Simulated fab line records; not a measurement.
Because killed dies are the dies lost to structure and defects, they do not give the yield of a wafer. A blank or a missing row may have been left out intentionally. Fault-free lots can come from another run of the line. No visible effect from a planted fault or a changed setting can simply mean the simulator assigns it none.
fab line records	flow sky130
record: lots: 5	wafers: 15	last_day: 50
route steps=708 shown PWDE@84 VT_ADJUST_HVTP@85 VT_ADJUST_LVTN@97
lots that met no fault: taken from a fault-free run of the same line
start_h: the number of hours between the record's first day and the start of the first shown wafer of the lot	wait_h: hours elapsed since this lot's preceding step	" unchanged from the row above	L1.1+2: a single row standing in for several wafers	- no value, or no start was given	* or withheld: withheld	< > ~ a bound
route shown NAME@n: a module of which the file shows steps, and the number in the route of the first	usual: mean/standard deviation of fault-free wafers	same: alike in all rows	chamber/n: place in a boat	sites: readings site by site	_std_site: the standard deviation of these	_edge_site: outer sites' mean less inner sites'	radius_mm: how far each site lies from the wafer's centre	mask NAME#n: copy n	behind: the most recent tool/chamber to have shaped the wafer	hold: why the lot was held/for how many hours/how that ended	device: whichever transistor did not switch (one of n, p or np)	end of line: tests of these same wafers at the route's end	step lacking rows: just its recipe	killed: dies lost to structure and defects at the first sort, not the wafer's yield	map: per-die view of a wafer (x killed, . not killed, _ where there is no die)
set.NAME: the run value of the setting; set.NAME@STEP: its run value at that earlier step	model.NAME: the simulator's own value behind a step, which no gauge read
lots at some steps of the route; a table a step, a row a wafer
services: when a tool's chamber went out of use (start_h, in hours from the record's first day, below 0 if earlier), for how many hours, and the reason
== steps ==
step: SKY_NWELL_RS_MEAS_31
recipe: thk_meas_gauge: four-point-probe
usual: PWDE_RS: 5274/17
lot.wafer	tool	chamber	start_h	wait_h	PWDE_RS[ohm/sq]
L453.2	film_metro-03	-	147.20	0.1	5272
L453.4	"	-	"	"	5253
L453.6	"	-	"	"	5259
L454.3	film_metro-02	-	151.71	0.1	5283
L454.4	"	-	"	"	5285
L454.5	"	-	"	"	5289
L456.1	film_metro-02	-	156.33	0.1	5286
L456.4	"	-	"	"	5307
L456.6	"	-	"	"	5278
L460.1	film_metro-03	-	178.87	0.1	5261
L460.4	"	-	"	"	5277
L460.5	"	-	"	"	5281
L467.1	film_metro-04	-	235.37	0.1	5278
L467.3	"	-	"	"	5278
L467.6	"	-	"	"	5267
step: SKY_VT_ADJUST_HVTP_DEHYDRATE_00
recipe: temp_c: 200	time_s: 60
step: SKY_VT_ADJUST_HVTP_HMDS_01
recipe: prime_time_s: 60	prime_temp_c: 120
step: SKY_VT_ADJUST_HVTP_COAT_02
recipe: resist: NOVOLAK	spin_rpm: 3000	resist_thk_nm: 1140
step: SKY_VT_ADJUST_HVTP_SOFTBAKE_03
recipe: temp_c: 90	time_s: 60	resist: NOVOLAK
step: SKY_VT_ADJUST_HVTP_EXPOSE_04
recipe: mask_id: HVTPM	na: 0.6	source_shape: conventional	sigma_outer: 0.6	polarization: unpolarized	target_cd_nm: 380	dose_mj: 140
step: SKY_VT_ADJUST_HVTP_PEB_05
recipe: temp_c: withheld	time_s: *	resist: NOVOLAK
step: SKY_VT_ADJUST_HVTP_DEVELOP_06
recipe: resist: NOVOLAK	developer: TMAH	develop_time_s: 60	dev_temp_c: 22.19
step: SKY_VT_ADJUST_HVTP_CD_MEAS_07
recipe: target_cd_nm: 380
usual: cd_nm: 380.6/3
lot.wafer	tool	chamber	start_h	wait_h	cd_nm
L453.2	cd_sem-01	-	166.76	0.1	387.9
L453.4	"	-	"	"	383.0
L453.6	"	-	"	"	383.4
L454.3	cd_sem-02	-	171.78	0.1	379.5
L454.4	"	-	"	"	379.0
L454.5	"	-	"	"	379.9
L456.1	cd_sem-02	-	175.64	0.1	382.1
L456.4	"	-	"	"	384.1
L456.6	"	-	"	"	381.7
L460.1	cd_sem-02	-	200.50	0.1	377.8
L460.4	"	-	"	"	377.8
L460.5	"	-	"	"	378.5
L467.1	cd_sem-01	-	258.74	0.1	380.0
L467.3	"	-	"	"	381.6
L467.6	"	-	"	"	381.2
step: SKY_VT_ADJUST_HVTP_OVL_MEAS_08
usual: VT_ADJUST_HVTP_OVL: -0.2/1.4
lot.wafer	tool	chamber	start_h	wait_h	VT_ADJUST_HVTP_OVL[nm]
L453.2	overlay-02	-	166.87	0.1	-0.6
L453.4	"	-	"	"	1.5
L453.6	"	-	"	"	2.1
L454.3	overlay-02	-	171.87	0.1	0.5
L454.4	"	-	"	"	2.1
L454.5	"	-	"	"	1.7
L456.1	overlay-01	-	175.76	0.1	-1.7
L456.4	"	-	"	"	-1.1
L456.6	"	-	"	"	-2.5
L460.1	overlay-01	-	200.62	0.1	0.8
L460.4	"	-	"	"	0.6
L460.5	"	-	"	"	3.2
L467.1	overlay-01	-	258.86	0.1	0.1
L467.3	"	-	"	"	-2.3
L467.6	"	-	"	"	0.9
step: SKY_VT_ADJUST_HVTP_IMPLANT_09
recipe: species: As	energy_kev: 150	dose_cm2: 4.3e+12	tilt_deg: withheld
step: SKY_VT_ADJUST_HVTP_STRIP_10
recipe: chemistry: O2/N2	power_w: 1400	pressure_mtorr: 1500	platen_temp_c: withheld	o2_flow_sccm: 3000	n2_flow_sccm: 300	overash_fraction: 0.5
usual: drypump_motor_current_A: 5.7/0.48	o2_flow_sccm: 3000/8	oes_product_au: 0.715/0.0043	strip_time_to_endpoint_s: 14.18/0.043
lot.wafer	tool	chamber	start_h	wait_h	drypump_motor_current_A	o2_flow_sccm	oes_product_au	rf_hours_counter_h	strip_time_to_endpoint_s	model.NOVOLAK_of_VT_ADJUST_HVTP_COAT_02.thk_nm
L453.2	plasma_asher-01	1	167.05	0.1	5.9	3004	0.713	47	14.23	0
L453.4	"	1	"	"	5.9	3003	0.718	-	14.22	0
L453.6	"	1	"	"	5.9	2993	0.715	-	14.23	0
L454.3	plasma_asher-04	0	172.07	0.1	6.3	3014	0.715	-	14.16	0
L454.4	"	1	"	"	4.8	2988	0.713	-	14.19	0
L454.5	"	0	"	"	6.3	3000	0.713	-	14.20	0
L456.1	plasma_asher-04	1	175.95	0.1	4.8	3013	0.883	5	-	876.2
L456.4	"	0	"	"	6.3	3006	0.920	-	-	872.3
L456.6	"	1	"	"	4.8	2999	0.922	-	-	877.6
L460.1	plasma_asher-03	1	200.80	0.1	5.8	3006	0.713	39	14.19	0
L460.4	"	0	"	"	6.2	3003	0.719	-	14.18	0
L460.5	"	1	"	"	5.8	2997	0.707	-	14.15	0
L467.1	plasma_asher-01	1	259.05	0.1	5.9	2985	0.716	55	14.14	0
L467.3	"	1	"	"	5.9	3001	0.708	-	14.14	0
L467.6	"	1	"	"	5.8	2996	0.719	-	14.15	0
step: SKY_VT_ADJUST_HVTP_TW_MEAS_11
usual: VT_ADJUST_HVTP_TW: 1361/7.9
lot.wafer	tool	chamber	start_h	wait_h	VT_ADJUST_HVTP_TW
L453.2	film_metro-01	-	167.16	0.1	1373
L453.4	"	-	"	"	1374
L453.6	"	-	"	"	1367
L454.3	film_metro-01	-	172.16	0.1	1362
L454.4	"	-	"	"	1365
L454.5	"	-	"	"	1372
L456.1	film_metro-02	-	176.05	0.1	1358
L456.4	"	-	"	"	1353
L456.6	"	-	"	"	1352
L460.1	film_metro-02	-	200.90	0.1	1353
L460.4	"	-	"	"	1352
L460.5	"	-	"	"	1347
L467.1	film_metro-01	-	259.15	0.1	1369
L467.3	"	-	"	"	1373
L467.6	"	-	"	"	1365
step: SKY_VT_ADJUST_LVTN_DEHYDRATE_00
recipe: temp_c: 200	time_s: 60
step: SKY_VT_ADJUST_LVTN_HMDS_01
recipe: prime_time_s: 60	prime_temp_c: 120
step: SKY_VT_ADJUST_LVTN_COAT_02
recipe: spin_rpm: 2000	resist_thk_nm: 3000
step: SKY_VT_ADJUST_LVTN_SOFTBAKE_03
recipe: temp_c: 110	time_s: withheld
step: SKY_VT_ADJUST_LVTN_EXPOSE_04
recipe: mask_id: NWM_COMPLEMENT_LESS_NATIVE	na: 0.6	source_shape: conventional	sigma_outer: 0.6	polarization: unpolarized	target_cd_nm: 840	dose_mj: 194
step: SKY_VT_ADJUST_LVTN_PEB_05
recipe: temp_c: 115	time_s: withheld
step: SKY_VT_ADJUST_LVTN_DEVELOP_06
recipe: wall_angle_deg: 90	developer: TMAH	develop_time_s: 60	dev_temp_c: 23
step: SKY_VT_ADJUST_LVTN_OVL_MEAS_07
usual: VT_ADJUST_LVTN_OVL: -1.1/1.4
lot.wafer	tool	chamber	start_h	wait_h	VT_ADJUST_LVTN_OVL[nm]
L453.2	overlay-02	-	187.19	-	-0.3
L453.4	"	-	"	"	0.7
L453.6	"	-	"	"	1.8
L454.3	overlay-02	-	192.89	-	0.9
L454.4	"	-	"	"	0.3
L454.5	"	-	"	"	0.2
L456.1	overlay-02	-	197.04	-	-0.6
L456.4	"	-	"	"	0.8
L456.6	"	-	"	"	1.3
L460.1	overlay-02	-	222.18	-	-0.5
L460.4	"	-	"	"	-2.8
L460.5	"	-	"	"	0.1
L467.1	overlay-02	-	283.79	-	-0.8
L467.3	"	-	"	"	-1.3
L467.6	"	-	"	"	-0.6
step: SKY_VT_ADJUST_LVTN_IMPLANT_08
recipe: species: B	energy_kev: 30	dose_cm2: 1.57e+12	tilt_deg: withheld
step: SKY_VT_ADJUST_LVTN_STRIP_09
recipe: chemistry: O2/N2	power_w: 1400	pressure_mtorr: 1500	platen_temp_c: withheld	o2_flow_sccm: 3000	n2_flow_sccm: 300	overash_fraction: 0.5
usual: drypump_motor_current_A: 5.80/0.3	o2_flow_sccm: 3002/8.4	oes_product_au: 0.722/0.0043	strip_time_to_endpoint_s: 36.96/0.086
lot.wafer	tool	chamber	start_h	wait_h	drypump_motor_current_A	o2_flow_sccm	oes_product_au	rf_hours_counter_h	strip_time_to_endpoint_s
L453.2	plasma_asher-03	0	187.37	0.1	6.20	3002	0.722	38	37.11
L453.4	"	0	"	"	6.24	2995	0.716	-	37.08
L453.6	"	1	"	"	5.81	2997	0.723	-	36.99
L454.3	plasma_asher-02	1	193.10	0.1	5.86	3014	0.721	-	36.92
L454.4	"	0	"	"	5.14	2994	0.718	-	36.94
L454.5	"	1	"	"	5.88	2993	0.723	-	37.00
L456.1	plasma_asher-03	1	197.22	0.1	5.80	2998	0.726	39	49.90
L456.4	"	1	"	"	5.78	2999	0.733	-	49.87
L456.6	"	0	"	"	6.20	3003	0.727	-	49.87
L460.1	plasma_asher-01	1	222.37	0.1	5.85	3003	0.720	53	37.02
L460.4	"	1	"	"	5.85	3008	0.723	-	37.00
L460.5	"	1	"	"	5.85	2996	0.720	-	37.04
L467.1	plasma_asher-01	0	283.98	0.1	5.59	2994	0.721	58	37.08
L467.3	"	1	"	"	5.86	3014	0.720	-	37.13
L467.6	"	1	"	"	5.85	3012	0.727	-	37.02
step: SKY_VT_ADJUST_LVTN_TW_MEAS_10
usual: VT_ADJUST_LVTN_TW: 243.2/1.6
lot.wafer	tool	chamber	start_h	wait_h	VT_ADJUST_LVTN_TW
L453.2	film_metro-02	-	187.48	0.1	242.5
L453.4	"	-	"	"	240.2
L453.6	"	-	"	"	240.8
L454.3	film_metro-01	-	193.19	0.1	243.8
L454.4	"	-	"	"	243.9
L454.5	"	-	"	"	243.3
L456.1	film_metro-04	-	197.32	0.1	30.2
L456.4	"	-	"	"	30.4
L456.6	"	-	"	"	30.4
L460.1	film_metro-04	-	222.47	0.1	243.9
L460.4	"	-	"	"	246.4
L460.5	"	-	"	"	243.9
L467.1	film_metro-01	-	284.08	0.1	244.9
L467.3	"	-	"	"	244.9
L467.6	"	-	"	"	244.8
step: SKY_VT_ADJUST_LVTN_DEHYDRATE_11
recipe: temp_c: 200	time_s: 60
== services ==
tool	chamber	start_h	hours	kind
plasma_asher-02	-	174.60	5.1	repair
plasma_asher-01	-	202.18	2.8	pm
plasma_asher-01	-	234.53	14.6	pm
== key ==
first_sign: step: SKY_VT_ADJUST_HVTP_STRIP_10	reading: oes_product_au	direction: up	sigmas: 45	usual: 0.715	struck: 0.908
effect: step: SKY_VT_ADJUST_LVTN_STRIP_09	reading: strip_time_to_endpoint_s	direction: up	sigmas: 99+	usual: *	struck: *
effect: step: SKY_VT_ADJUST_LVTN_TW_MEAS_10	reading: VT_ADJUST_LVTN_TW	direction: down	sigmas: 99+	usual: 243.2	struck: 30.3
model_effect: step: SKY_VT_ADJUST_HVTP_STRIP_10	value: NOVOLAK_of_VT_ADJUST_HVTP_COAT_02.thk_nm	without: 0	struck: 875.3
met_at SKY_VT_ADJUST_HVTP_STRIP_10
struck_wafers L456.1,L456.4,L456.6
sort_left_out L456.1,L456.4,L456.6
tester_left_out L456
onset_between 172.07 175.95
fault: kind: strip_aborted	tool: plasma_asher-04	chamber: -	onset_h: 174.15	steps: SKY_VT_ADJUST_HVTP_STRIP_10	offset: 0.98113	end_h: 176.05
tester_left_out: of these lots the tester's yield and bins aren't shown, on N5 and GAA mostly nor the transistor test; their killed dies are dies lost to structure and defects alone, not to doping, threshold or leakage, so they don't give the yield
sort_left_out: the simulated sort isn't trusted on such a fault, so these wafers' sort isn't shown, and their yield isn't known
